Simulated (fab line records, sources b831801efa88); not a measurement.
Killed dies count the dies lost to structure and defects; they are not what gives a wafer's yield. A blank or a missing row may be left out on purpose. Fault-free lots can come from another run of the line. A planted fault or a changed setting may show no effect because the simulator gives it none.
Which tool was responsible? -- flow sky130 -- 11 lots with 32 wafers sampled at 2 steps, on a route of 708 steps

## WHAT EACH GAUGE READ, for each wafer
SKY_LOCAL_INTERCONNECT_THK_MEAS_02: measures by xrf.
lot,measured,on,LOCAL_INTERCONNECT_TIN_THK (nm)
L635,day 29 04:00,film_metro-03,98.7 98.8 98.4
L636,day 29 11:05,film_metro-01,99.9 98.7 98.1
L637,day 30 02:34,film_metro-02,98.2 98.4 98.5
L640,day 30 17:54,film_metro-02,99.4 99.4 99.1
L639,day 30 18:32,film_metro-02,99.5 100.0 100.1
L638,day 30 19:49,film_metro-03,99.1 99.9
L652,day 34 21:52,film_metro-03,99.1 99.9 100.1
L654,day 35 11:31,film_metro-01,98.8 99.7 98.9
L655,day 35 13:26,film_metro-02,99.1 99.5 99.9
L656,day 35 14:28,film_metro-02,98.4 99.4 98.5
L657,day 35 23:04,film_metro-03,99.1 100.4 99.9

## WHICH TOOL RAN EACH LOT (tool, then ch and the chambers of the sampled wafers, then the start)
lot,SKY_LI_CONTACT_STRIP_16
L635,"plasma_asher-03 ch 0,1, day 29 02:37"
L636,"plasma_asher-03 ch 0,1, day 29 09:52"
L637,"plasma_asher-03 ch 0,1, day 30 01:21"
L640,"plasma_asher-03 ch 1, day 30 16:31"
L639,"plasma_asher-01 ch 0,1, day 30 17:19"
L638,"plasma_asher-03 ch 0,1, day 30 18:38"
L652,"plasma_asher-01 ch 0,1, day 34 20:38"
L654,"plasma_asher-02 ch 0,1, day 35 10:16"
L655,"plasma_asher-03 ch 0,1, day 35 12:11"
L656,"plasma_asher-01 ch 0,1, day 35 13:08"
L657,"plasma_asher-01 ch 0,1, day 35 21:50"
- SKY_LI_CONTACT_STRIP_16: strips in O2/N2.

## THE ANSWER, worked out from the rows above alone
Rule: the lots themselves supply what counts as usual. The widest of any qualifying gaps counts: lots, ordered by their means at a reading, are off when they make up no more than a third of the lots, leave a main group of 4 or more, and stand apart from it by 3 or more times the standard deviation of that group's means. A main group whose means are all the same, to the digits that the tables above print for the reading, isn't used. Also off: a lot with no number at a reading for which 4 or more lots have one. Any other lot the step has rows for is counted as sound.
Across all readings shown, no lot is off: no conclusion can be drawn from this.

## WHAT THE SIMULATOR PUT IN
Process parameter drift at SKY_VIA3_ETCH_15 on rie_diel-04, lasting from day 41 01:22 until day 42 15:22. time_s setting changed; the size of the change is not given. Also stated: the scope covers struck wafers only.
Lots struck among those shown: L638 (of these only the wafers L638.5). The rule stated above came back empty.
